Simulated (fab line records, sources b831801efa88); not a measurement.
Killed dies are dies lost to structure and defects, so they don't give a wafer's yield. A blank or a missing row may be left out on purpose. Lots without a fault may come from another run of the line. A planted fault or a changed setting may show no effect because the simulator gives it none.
Chamber matching | flow gf180mcu | GF_V2_CMP_26 on cmp-01: 4 sister chambers
The step polishes, stops on SiO2, t overpolish 15 s, target thk 0 nm. 8 wafers are shown with their chamber, then 12 later ones without.

WAFERS WITH THEIR CHAMBER
wafer  | chamber | motor_current_A (A) | time_to_endpoint_s (s)
L079.6 | 1       | 11.7                | 79
L083.1 | 1       | 11.6                | 81
L083.5 | 2       | 11.8                | 89
L084.4 | 0       | 9.2                 | 76
L084.6 | 0       | 9.3                 | 82
L088.1 | 3       | 9.1                 | 81
L088.3 | 2       | 11.7                | 86
L088.6 | 3       | 9.4                 | 81

WAFERS WITHOUT THEIR CHAMBER
wafer  | motor_current_A (A) | time_to_endpoint_s (s)
L089.3 | 12.1                | 82
L089.4 | 9.6                 | 79
L089.6 | 8.8                 | 81
L090.1 | 11.9                | 82
L090.2 | 11.4                | 94
L090.3 | 9.2                 | 84
L092.3 | 11.6                | 80
L092.4 | 9.4                 | 78
L092.6 | 8.5                 | 81
L097.3 | 11.6                | 82
L097.4 | 11.9                | 91
L097.5 | 11.6                | 90

WHICH CHAMBER EACH WENT THROUGH
wafer  | from the rows above     | in truth
L089.3 | can't be placed: 2 or 1 | 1
L089.4 | can't be placed: 0 or 3 | 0
L089.6 | can't be placed: 3 or 0 | 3
L090.1 | can't be placed: 1 or 2 | 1
L090.2 | 2                       | 2
L090.3 | can't be placed: 3 or 0 | 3
L092.3 | 1                       | 1
L092.4 | can't be placed: 0 or 3 | 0
L092.6 | can't be placed: 3 or 0 | 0
L097.3 | can't be placed: 1 or 2 | 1
L097.4 | 2                       | 2
L097.5 | 2                       | 2
Placed correctly: 4 of 12. Can't be placed from these rows: 8 (the true chamber is among the candidates in 8). Placed wrongly: 0.
How it was worked out, from the rows above alone: a wafer's distance from a chamber is the root of the sum, over the readings, of the square of ((its reading less the chamber's mean) divided by the reading's scatter). The wafer belongs to the nearest chamber; if the next one is less than 2 further off, it can't be placed. A chamber's mean is the mean of its shown wafers. The scatter: the root of (the sum of the squares of (reading less its chamber's mean) over the shown wafers, divided by (wafers less chambers)).
